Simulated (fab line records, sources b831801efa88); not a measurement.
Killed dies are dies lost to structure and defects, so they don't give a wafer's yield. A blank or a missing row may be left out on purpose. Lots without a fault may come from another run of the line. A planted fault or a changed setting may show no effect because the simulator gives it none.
Which tool did it? | flow sky130 | 13 lots, 39 wafers sampled, at 7 steps of a route of 708

WHAT THE GAUGES READ, wafer by wafer
SKY_PWDE_OVL_MEAS_07. Usual: PWDE_OVL -0.8 nm, standard deviation 1.4.
lot  | measured    | on         | PWDE_OVL (nm)  | flag
L839 | day 4 10:14 | overlay-01 | -1.0 -1.2 -0.4 |
L840 | day 4 08:41 | overlay-02 | -2.3 -1.8 -1.3 |
L842 | day 5 00:22 | overlay-02 | 0.3 1.2 -0.3   |
L843 | day 5 06:32 | overlay-02 | 0.3 -0.2 -0.6  |
L844 | day 5 07:11 | overlay-02 | -1.7 -0.9 0.9  |
L845 | day 5 14:12 | overlay-02 | 0.9 -0.6 0.8   |
L846 | day 5 22:53 | overlay-02 | -1.5 -3.2 -2.6 |
L849 | day 6 07:20 | overlay-01 | 0.1 1.4 -0.1   |
L850 | day 6 14:24 | overlay-02 | -1.1 0.2 -0.8  |
L852 | day 6 22:19 | overlay-01 | -0.4 -2.1 -1.9 |
L858 | day 8 07:28 | overlay-02 | -3.8 -1.9 -    |
L860 | day 8 19:51 | overlay-02 | -0.9 -2.3 -1.3 |
L861 | day 8 23:31 | overlay-02 | 0.0 -1.6 1.1   |

SKY_NWELL_OVL_MEAS_10. Usual: NWELL_00_OVL -1.4 nm, standard deviation 1.2.
lot  | measured    | on         | NWELL_00_OVL (nm) | flag
L839 | day 5 03:21 | overlay-01 | -1.7 -1.1 -1.4    |
L840 | day 5 01:58 | overlay-01 | 0.0 -0.5 0.5      |
L842 | day 5 19:05 | overlay-02 | -1.0 -1.8 -3.0    |
L843 | day 6 00:29 | overlay-01 | -5.4 -2.5 -3.1    |
L844 | day 6 01:08 | overlay-01 | -3.7 -4.8 -3.6    |
L845 | day 6 09:01 | overlay-01 | -2.3 -0.9 -3.0    |
L846 | day 6 17:30 | overlay-02 | -1.5 -1.0 -0.9    |
L849 | day 7 02:47 | overlay-02 | 0.2 -0.6 -0.1     |
L850 | day 7 10:03 | overlay-01 | -1.4 -2.8 0.0     |
L852 | day 7 19:26 | overlay-02 | -1.2 -0.7 0.1     |
L858 | day 9 04:17 | overlay-01 | -2.2 -2.9 -       |
L860 | day 9 17:41 | overlay-01 | 0.3 -0.9 -0.7     |
L861 | day 9 21:05 | overlay-02 | 0.3 -0.4 0.4      |

SKY_NWELL_TW_MEAS_26. Usual: NWELL_2_TW 502.7, standard deviation 2.4.
lot  | measured     | on            | NWELL_2_TW        | flag
L839 | day 5 23:01  | film_metro-04 | 503.9 505.1 502.1 |
L840 | day 5 21:01  | film_metro-01 | 501.2 505.2 501.8 |
L842 | day 6 13:49  | film_metro-03 | 499.4 500.6 502.1 |
L843 | day 6 19:27  | film_metro-03 | 504.3 503.1 503.1 |
L844 | day 6 20:20  | film_metro-04 | 502.1 503.3 503.9 |
L845 | day 7 04:56  | film_metro-04 | 499.4 501.4 504.1 |
L846 | day 7 14:26  | film_metro-01 | 505.7 505.0 506.4 |
L849 | day 7 23:19  | film_metro-03 | 502.9 503.1 501.1 |
L850 | day 8 07:21  | film_metro-03 | 503.7 500.1 503.2 |
L852 | day 8 16:41  | film_metro-03 | 502.0 501.8 502.4 |
L858 | day 10 03:40 | film_metro-03 | 504.2 506.8 506.3 |
L860 | day 10 16:08 | film_metro-04 | 502.5 502.5 504.3 |
L861 | day 10 19:41 | film_metro-04 | 506.3 501.0 503.9 |

WHICH TOOL RAN EACH LOT (tool, then ch and the chambers of the sampled wafers, then the start)
lot  | SKY_FIELD_ISO_ETCH_14             | SKY_FIELD_ISO_ETCH_15             | SKY_DNWELL_STRIP_08                 | SKY_NWELL_STRIP_25
L839 | rie_diel-04 ch 1,2,3, day 2 08:19 | rie_diel-04 ch 1,2,3, day 2 08:22 | plasma_asher-03 ch 1, day 3 17:48   | plasma_asher-04 ch 1, day 5 22:55
L840 | rie_diel-03 ch 0,1,2, day 2 11:44 | rie_diel-03 ch 0,1,2, day 2 11:47 | plasma_asher-02 ch 0,1, day 3 17:09 | plasma_asher-04 ch 0,1, day 5 20:55
L842 | rie_diel-02 ch 1,2,3, day 2 21:31 | rie_diel-02 ch 1,2,3, day 2 21:34 | plasma_asher-04 ch 0,1, day 4 07:42 | plasma_asher-02 ch 0,1, day 6 13:43
L843 | rie_diel-02 ch 1,2,3, day 3 02:04 | rie_diel-02 ch 1,2,3, day 3 02:07 | plasma_asher-04 ch 0,1, day 4 14:08 | plasma_asher-04 ch 0,1, day 6 19:22
L844 | rie_diel-04 ch 0,1,2, day 3 07:04 | rie_diel-04 ch 0,1,2, day 3 07:07 | plasma_asher-02 ch 0, day 4 14:38   | plasma_asher-01 ch 0,1, day 6 20:13
L845 | rie_diel-04 ch 1,2, day 3 14:32   | rie_diel-04 ch 1,2, day 3 14:35   | plasma_asher-02 ch 0,1, day 4 20:02 | plasma_asher-02 ch 0,1, day 7 04:50
L846 | rie_diel-04 ch 0,1,3, day 4 01:59 | rie_diel-04 ch 0,1,3, day 4 02:02 | plasma_asher-04 ch 0,1, day 5 04:44 | plasma_asher-01 ch 0,1, day 7 14:19
L849 | rie_diel-03 ch 1,2, day 4 10:37   | rie_diel-03 ch 1,2, day 4 10:40   | plasma_asher-04 ch 0,1, day 5 12:36 | plasma_asher-04 ch 0,1, day 7 23:13
L850 | rie_diel-02 ch 0,2, day 4 14:46   | rie_diel-02 ch 0,2, day 4 14:49   | plasma_asher-04 ch 0,1, day 5 19:55 | plasma_asher-02 ch 0,1, day 8 07:16
L852 | rie_diel-03 ch 0,2,3, day 5 01:26 | rie_diel-03 ch 0,2,3, day 5 01:29 | plasma_asher-03 ch 1, day 6 02:54   | plasma_asher-01 ch 0, day 8 16:35
L858 | rie_diel-04 ch 0,1,3, day 6 08:07 | rie_diel-04 ch 0,1,3, day 6 08:10 | plasma_asher-03 ch 0,1, day 7 10:53 | plasma_asher-04 ch 0,1, day 10 03:34
L860 | rie_diel-03 ch 0,2,3, day 6 17:58 | rie_diel-03 ch 0,2,3, day 6 18:01 | plasma_asher-03 ch 0,1, day 7 22:42 | plasma_asher-02 ch 0,1, day 10 16:02
L861 | rie_diel-03 ch 1,2,3, day 6 23:35 | rie_diel-03 ch 1,2,3, day 6 23:38 | plasma_asher-02 ch 0,1, day 8 02:19 | plasma_asher-01 ch 0,1, day 10 19:35
- SKY_FIELD_ISO_ETCH_14: etches BARC in N2/H2, stops on SiO2, time 45.9 s, target depth 60 nm.
- SKY_FIELD_ISO_ETCH_15: etches the open film in CHF3/O2, stops on Si, target depth 180 nm, time 72 s.
- SKY_DNWELL_STRIP_08: strips in O2/N2.
- SKY_NWELL_STRIP_25: strips in O2/N2.

WHAT THE TOOLS THEMSELVES READ (means of the sampled wafers that have a number; where no wafer has one, the mark that the record gives instead)
SKY_FIELD_ISO_ETCH_14. Usual: bias_w 101.9 W, standard deviation 0.3; drypump_motor_current_A 5.8 A, standard deviation 0.5; oes_product_au 0.855 a.u., standard deviation 0.0055; run_length_s 74.2 s, standard deviation 0.43; throttle_valve_pct 13.226 %, standard deviation 0.0086.
lot  | tool        | bias_w (W) | drypump_motor_current_A (A) | oes_product_au (a.u.) | run_length_s (s) | throttle_valve_pct (%) | flag
L839 | rie_diel-04 | 101.9      | 6.1                         | 0.857                 | 74.1             | 13.224                 |
L840 | rie_diel-03 | 102.0      | 5.8                         | 0.848                 | 74.3             | 13.222                 |
L842 | rie_diel-02 | 102.1      | 5.8                         | 0.856                 | 74.5             | 13.234                 |
L843 | rie_diel-02 | 101.8      | 5.8                         | 0.849                 | 74.3             | 13.216                 |
L844 | rie_diel-04 | 101.8      | 5.6                         | 0.858                 | 74.0             | 13.221                 |
L845 | rie_diel-04 | 102.2      | 5.8                         | 0.855                 | 74.1             | 13.235                 |
L846 | rie_diel-04 | 102.1      | 5.8                         | 0.856                 | 74.4             | 13.224                 |
L849 | rie_diel-03 | 101.7      | 5.8                         | 0.861                 | 74.1             | 13.232                 |
L850 | rie_diel-02 | 101.9      | 6.0                         | 0.854                 | 74.6             | 13.225                 |
L852 | rie_diel-03 | 102.0      | 6.1                         | 0.850                 | 74.2             | 13.241                 |
L858 | rie_diel-04 | 102.0      | 5.8                         | 0.903                 | 64.7             | 13.230                 | OFF
L860 | rie_diel-03 | 101.6      | 6.1                         | 0.859                 | 74.2             | 13.228                 |
L861 | rie_diel-03 | 101.8      | 5.7                         | 0.854                 | 73.9             | 13.225                 |

SKY_FIELD_ISO_ETCH_15. Usual: bias_w 200.0 W, standard deviation 0.63; drypump_motor_current_A 5.8 A, standard deviation 0.49; oes_product_au 0.945 a.u., standard deviation 0.0065; run_length_s 100.3 s, standard deviation 0.42; throttle_valve_pct 8.844 %, standard deviation 0.0092.
lot  | tool        | bias_w (W) | drypump_motor_current_A (A) | oes_product_au (a.u.) | run_length_s (s) | throttle_valve_pct (%) | flag
L839 | rie_diel-04 | 199.6      | 6.1                         | 0.941                 | 100.1            | 8.849                  |
L840 | rie_diel-03 | 200.0      | 5.8                         | 0.954                 | 100.3            | 8.849                  |
L842 | rie_diel-02 | 200.4      | 5.8                         | 0.943                 | 100.5            | 8.846                  |
L843 | rie_diel-02 | 199.5      | 5.8                         | 0.946                 | 100.5            | 8.844                  |
L844 | rie_diel-04 | 200.8      | 5.6                         | 0.933                 | 100.1            | 8.839                  |
L845 | rie_diel-04 | 200.4      | 5.8                         | 0.939                 | 99.9             | 8.844                  |
L846 | rie_diel-04 | 200.1      | 5.8                         | 0.951                 | 100.4            | 8.845                  |
L849 | rie_diel-03 | 199.6      | 5.8                         | 0.941                 | 100.1            | 8.846                  |
L850 | rie_diel-02 | 200.6      | 6.0                         | 0.941                 | 100.7            | 8.837                  |
L852 | rie_diel-03 | 199.8      | 6.1                         | 0.950                 | 100.4            | 8.845                  |
L858 | rie_diel-04 | 200.0      | 5.8                         | 0.754                 | 100.3            | 8.781                  | OFF
L860 | rie_diel-03 | 200.6      | 6.1                         | 0.943                 | 100.2            | 8.837                  |
L861 | rie_diel-03 | 199.9      | 5.7                         | 0.937                 | 100.0            | 8.840                  |

SKY_DNWELL_STRIP_08. Usual: drypump_motor_current_A 5.4 A, standard deviation 0.52; o2_flow_sccm 3001 sccm, standard deviation 8.1; oes_product_au 0.723 a.u., standard deviation 0.0047; strip_time_to_endpoint_s 36.95 s, standard deviation 0.12.
lot  | tool            | drypump_motor_current_A (A) | o2_flow_sccm (sccm) | oes_product_au (a.u.) | strip_time_to_endpoint_s (s) | flag
L839 | plasma_asher-03 | 5.7                         | 3007                | 0.721                 | 36.82                        |
L840 | plasma_asher-02 | 5.0                         | 3000                | 0.720                 | 37.01                        |
L842 | plasma_asher-04 | 5.7                         | 2999                | 0.724                 | 36.83                        |
L843 | plasma_asher-04 | 5.7                         | 2998                | 0.724                 | 36.95                        |
L844 | plasma_asher-02 | 5.2                         | 3001                | 0.727                 | 37.00                        |
L845 | plasma_asher-02 | 5.1                         | 3008                | 0.718                 | 37.04                        |
L846 | plasma_asher-04 | 5.7                         | 2993                | 0.724                 | 36.90                        |
L849 | plasma_asher-04 | 5.7                         | 2997                | 0.723                 | 37.03                        |
L850 | plasma_asher-04 | 6.0                         | 3009                | 0.726                 | 36.98                        |
L852 | plasma_asher-03 | 5.7                         | 3001                | 0.726                 | 36.79                        |
L858 | plasma_asher-03 | 6.0                         | 3006                | 0.721                 | 37.05                        |
L860 | plasma_asher-03 | 6.0                         | 3007                | 0.719                 | 36.92                        |
L861 | plasma_asher-02 | 5.0                         | 2997                | 0.722                 | 36.66                        |

SKY_NWELL_STRIP_25. Usual: drypump_motor_current_A 5.6 A, standard deviation 0.48; o2_flow_sccm 3002 sccm, standard deviation 10; oes_product_au 0.722 a.u., standard deviation 0.0044; strip_time_to_endpoint_s 36.92 s, standard deviation 0.095.
lot  | tool            | drypump_motor_current_A (A) | o2_flow_sccm (sccm) | oes_product_au (a.u.) | strip_time_to_endpoint_s (s) | flag
L839 | plasma_asher-04 | 5.6                         | 3002                | 0.721                 | 37.00                        |
L840 | plasma_asher-04 | 6.0                         | 2996                | 0.720                 | 36.79                        |
L842 | plasma_asher-02 | 5.1                         | 2998                | 0.724                 | 36.92                        |
L843 | plasma_asher-04 | 5.7                         | 3003                | 0.722                 | 36.86                        |
L844 | plasma_asher-01 | 5.9                         | 2998                | 0.724                 | 36.91                        |
L845 | plasma_asher-02 | 4.9                         | 3014                | 0.724                 | 36.80                        |
L846 | plasma_asher-01 | 5.7                         | 2992                | 0.720                 | 37.00                        |
L849 | plasma_asher-04 | 5.8                         | 2996                | 0.719                 | 36.80                        |
L850 | plasma_asher-02 | 5.0                         | 2996                | 0.720                 | 37.00                        |
L852 | plasma_asher-01 | 5.6                         | 3008                | 0.724                 | 36.98                        |
L858 | plasma_asher-04 | 5.7                         | 2994                | 0.723                 | 36.92                        |
L860 | plasma_asher-02 | 4.9                         | 2989                | 0.724                 | 36.93                        |
L861 | plasma_asher-01 | 5.7                         | 3009                | 0.723                 | 36.97                        |

THE ANSWER, worked out from the rows above alone
Rule: a lot is off if the mean of its wafers that have a number lies more than 3 standard deviations from the usual mean. A lot without any number at a reading at which 4 lots or more have one is off too. The other lots that the step has rows for count as sound. The gauges are gone through in route order, then the tools' own readings, and for those a lot's mean is taken as printed above. The first step at which some lot is off is used, and at that step the reading that is off furthest; a lot without a number counts as furthest.
Off: L858, at SKY_FIELD_ISO_ETCH_14 (run_length_s).
A tool fits if, at that step or a process step before it, it ran every lot that is off, and no sound lot after the first of them. One fits: rie_diel-04 at SKY_FIELD_ISO_ETCH_14. Its last sound lot is L846 (day 4 01:59), its first lot that is off L858 (day 6 08:07): a fault that began between those two fits.
The tool's own readings at SKY_FIELD_ISO_ETCH_14 bear it out: on the lots that are off they differ by more than 5 times the standard deviation of the sound lots' means. oes_product_au reads 0.903 a.u. there against 0.855 a.u. on the sound lots; run_length_s reads 64.7 s there against 74.2 s on the sound lots.

WHAT THE SIMULATOR HAD PUT IN
Process parameter drift: rie_diel-04, from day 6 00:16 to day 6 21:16, at SKY_FIELD_ISO_ETCH_14. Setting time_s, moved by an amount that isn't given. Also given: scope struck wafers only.
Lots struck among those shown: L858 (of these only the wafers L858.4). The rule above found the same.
